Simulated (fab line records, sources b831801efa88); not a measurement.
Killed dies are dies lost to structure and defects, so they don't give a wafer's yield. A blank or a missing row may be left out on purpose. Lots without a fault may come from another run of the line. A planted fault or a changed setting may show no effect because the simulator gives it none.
Which tool did it? | flow gf180mcu | 12 lots, 36 wafers sampled, at 3 steps of a route of 602

WHAT THE GAUGES READ, wafer by wafer
GF_V2_THK_MEAS_25: measures by xrf.
lot  | measured     | on            | V2_W_THK (nm)
L075 | day 20 23:16 | film_metro-04 | 344 343 342
L077 | day 21 15:20 | film_metro-02 | 345 349 349
L079 | day 22 04:47 | film_metro-03 | 345 345 348
L081 | day 22 23:44 | film_metro-02 | 351 348 351
L083 | day 23 18:56 | film_metro-03 | 353 353 352
L085 | day 24 12:23 | film_metro-04 | 351 349 346
L087 | day 25 01:49 | film_metro-02 | 347 349 354
L089 | day 25 14:30 | film_metro-03 | 341 345 343
L091 | day 26 06:34 | film_metro-02 | 341 348 342
L093 | day 26 21:08 | film_metro-02 | 341 343 344
L095 | day 27 13:58 | film_metro-04 | 347 343 353
L097 | day 27 21:43 | film_metro-04 | 351 352 348

WHICH TOOL RAN EACH LOT (tool, then ch and the chambers of the sampled wafers, then the start)
lot  | GF_SALICIDE_SPUTTER_03       | GF_V2_ETCH_16
L075 | pvd_sputter-04, day 15 15:53 | rie_diel-04 ch 1,2, day 20 22:10
L077 | pvd_sputter-02, day 16 08:35 | rie_diel-04 ch 1,2,3, day 21 14:20
L079 | pvd_sputter-04, day 16 22:38 | rie_diel-02 ch 1,2,3, day 22 03:45
L081 | pvd_sputter-02, day 17 16:06 | rie_diel-01 ch 0,1,3, day 22 22:44
L083 | pvd_sputter-01, day 18 11:22 | rie_diel-04 ch 1,2,3, day 23 17:57
L085 | pvd_sputter-04, day 19 07:37 | rie_diel-02 ch 2,3, day 24 11:23
L087 | pvd_sputter-01, day 19 21:29 | rie_diel-01 ch 0,1,3, day 25 00:43
L089 | pvd_sputter-04, day 20 11:41 | rie_diel-04 ch 0,2,3, day 25 13:31
L091 | pvd_sputter-04, day 21 06:48 | rie_diel-04 ch 0,1,3, day 26 05:34
L093 | pvd_sputter-02, day 21 23:28 | rie_diel-02 ch 1,2,3, day 26 20:08
L095 | pvd_sputter-01, day 22 17:41 | rie_diel-02 ch 0,1, day 27 12:58
L097 | pvd_sputter-01, day 23 02:58 | rie_diel-02 ch 1,2, day 27 20:42
- GF_SALICIDE_SPUTTER_03: material TiN, target thk 20 nm, time 16.7 s.
- GF_V2_ETCH_16: etches BARC in N2/H2.

THE ANSWER, worked out from the rows above alone
Rule: what is usual is taken from the lots themselves. Put in order of their means at a reading, lots are off if they are a third of the lots or fewer, leave a main group of 4 or more, and stand apart from it by a gap of 3 or more times the standard deviation of the main group's means; of several such gaps the widest counts. A main group whose means are all the same, to the digits that the tables above print for the reading, isn't used. A lot without any number at a reading at which 4 lots or more have one is off too. The other lots that the step has rows for count as sound.
No lot is off at any reading shown: from this, nothing can be told.

WHAT THE SIMULATOR HAD PUT IN
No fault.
